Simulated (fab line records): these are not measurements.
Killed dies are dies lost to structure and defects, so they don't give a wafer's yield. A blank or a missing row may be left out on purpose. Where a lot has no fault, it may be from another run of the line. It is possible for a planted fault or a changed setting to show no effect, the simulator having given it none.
The tool behind it: which one? + flow sky130 + 32 wafers from 11 lots sampled at 3 of the route's 708 steps

## WHAT THE GAUGES SHOWED, per wafer
SKY_PASSIVATION_THK_MEAS_03.
| lot  | measured     | on            | PASSIVATION_CVD_02_THK (nm) |
|------|--------------|---------------|-----------------------------|
| L414 | day 43 13:50 | film metro-03 | 541 549 545                 |
| L421 | day 45 20:56 | film metro-01 | 535 710                     |
| L427 | day 47 07:17 | film metro-02 | 537 542 548                 |
| L426 | day 47 08:25 | film metro-02 | 549 537 532                 |
| L429 | day 47 20:08 | film metro-02 | 534 545 543                 |
| L430 | day 48 00:47 | film metro-01 | 537 544 538                 |
| L431 | day 48 07:21 | film metro-01 | 544 545 544                 |
| L432 | day 48 08:11 | film metro-02 | 545 536 542                 |
| L433 | day 48 20:08 | film metro-01 | 545 542 557                 |
| L434 | day 49 02:59 | film metro-02 | 530 537 535                 |
| L437 | day 49 11:44 | film metro-03 | 537 536 541                 |

## TOOL THAT RAN EACH LOT (tool first, then ch and the chambers of the sampled wafers, then the start)
| lot  | SKY_VIA4_SPUTTER_17          | SKY_PASSIVATION_CVD_02          |
|------|------------------------------|---------------------------------|
| L414 | pvd sputter-02, day 42 12:38 | pecvd-01 ch 0, day 43 13:25     |
| L421 | pvd sputter-04, day 44 22:07 | pecvd-01 ch 2, day 45 20:41     |
| L427 | pvd sputter-01, day 46 08:55 | pecvd-03 ch 0,2, day 47 07:03   |
| L426 | pvd sputter-04, day 46 10:43 | pecvd-02 ch 0,1,2, day 47 08:16 |
| L429 | pvd sputter-01, day 46 21:50 | pecvd-03 ch 0,1,2, day 47 19:53 |
| L430 | pvd sputter-01, day 47 02:35 | pecvd-02 ch 0,2, day 48 00:33   |
| L431 | pvd sputter-04, day 47 09:23 | pecvd-02 ch 1,2, day 48 07:07   |
| L432 | pvd sputter-01, day 47 10:08 | pecvd-02 ch 0,1,2, day 48 07:58 |
| L433 | pvd sputter-01, day 47 23:20 | pecvd-02 ch 1,2, day 48 19:53   |
| L434 | pvd sputter-04, day 48 06:02 | pecvd-01 ch 0,1, day 49 02:44   |
| L437 | pvd sputter-04, day 48 15:54 | pecvd-01 ch 1,2, day 49 11:29   |
- SKY_VIA4_SPUTTER_17: material TiN, target thk 20 nm, time 80 s.
- SKY_PASSIVATION_CVD_02: deposits Si3N4, target thk 540 nm.

## WHAT THE TOOLS THEMSELVES READ (means of the sampled wafers that have a number; where no wafer has one, the mark that the record gives instead)
SKY_VIA4_SPUTTER_17.
| lot  | tool           | throttle valve pct (%) |
|------|----------------|------------------------|
| L414 | pvd sputter-02 | 30.6                   |
| L421 | pvd sputter-04 | 30.1                   |
| L427 | pvd sputter-01 | 30.2                   |
| L426 | pvd sputter-04 | 29.4                   |
| L429 | pvd sputter-01 | 29.4                   |
| L430 | pvd sputter-01 | 30.0                   |
| L431 | pvd sputter-04 | 31.3                   |
| L432 | pvd sputter-01 | 29.6                   |
| L433 | pvd sputter-01 | 29.6                   |
| L434 | pvd sputter-04 | 31.3                   |
| L437 | pvd sputter-04 | 29.6                   |

SKY_PASSIVATION_CVD_02.
| lot  | tool     | heater power w (W) |
|------|----------|--------------------|
| L414 | pecvd-01 | 1044               |
| L421 | pecvd-01 | 784                |
| L427 | pecvd-03 | 738                |
| L426 | pecvd-02 | 691                |
| L429 | pecvd-03 | 733                |
| L430 | pecvd-02 | 718                |
| L431 | pecvd-02 | 639                |
| L432 | pecvd-02 | 636                |
| L433 | pecvd-02 | 640                |
| L434 | pecvd-01 | 978                |
| L437 | pecvd-01 | 718                |

## THE ANSWER, worked out from the rows above alone
Rule: what is usual is taken from the lots themselves. The widest of any qualifying gaps counts: lots, ordered by their means at a reading, are off when they make up no more than a third of the lots, leave a main group of 4 or more, and stand apart from it by 3 or more times the standard deviation of that group's means. If all means in a main group match to the digits the tables above print for the reading, that group is not used. A lot without any number at a reading at which 4 lots or more have one is off too. The other lots that the step has rows for count as sound. After the gauges, taken in route order, come the tools' own readings; for these a lot's mean is taken, as printed above. The first step at which some lot is off is used, and at that step the reading that is off furthest; a lot without a number counts as furthest.
Off: L421, seen at SKY_PASSIVATION_THK_MEAS_03 (PASSIVATION_CVD_02_THK). Mean 541 nm and standard deviation 3.7 in the main group.
A tool fits if, at a process step before that reading, it ran every lot that is off, and no sound lot after the first of them. The gauges at SKY_PASSIVATION_THK_MEAS_03 are tried like those tools. No candidate that was tried fits.

## WHAT WAS PUT IN BY THE SIMULATOR
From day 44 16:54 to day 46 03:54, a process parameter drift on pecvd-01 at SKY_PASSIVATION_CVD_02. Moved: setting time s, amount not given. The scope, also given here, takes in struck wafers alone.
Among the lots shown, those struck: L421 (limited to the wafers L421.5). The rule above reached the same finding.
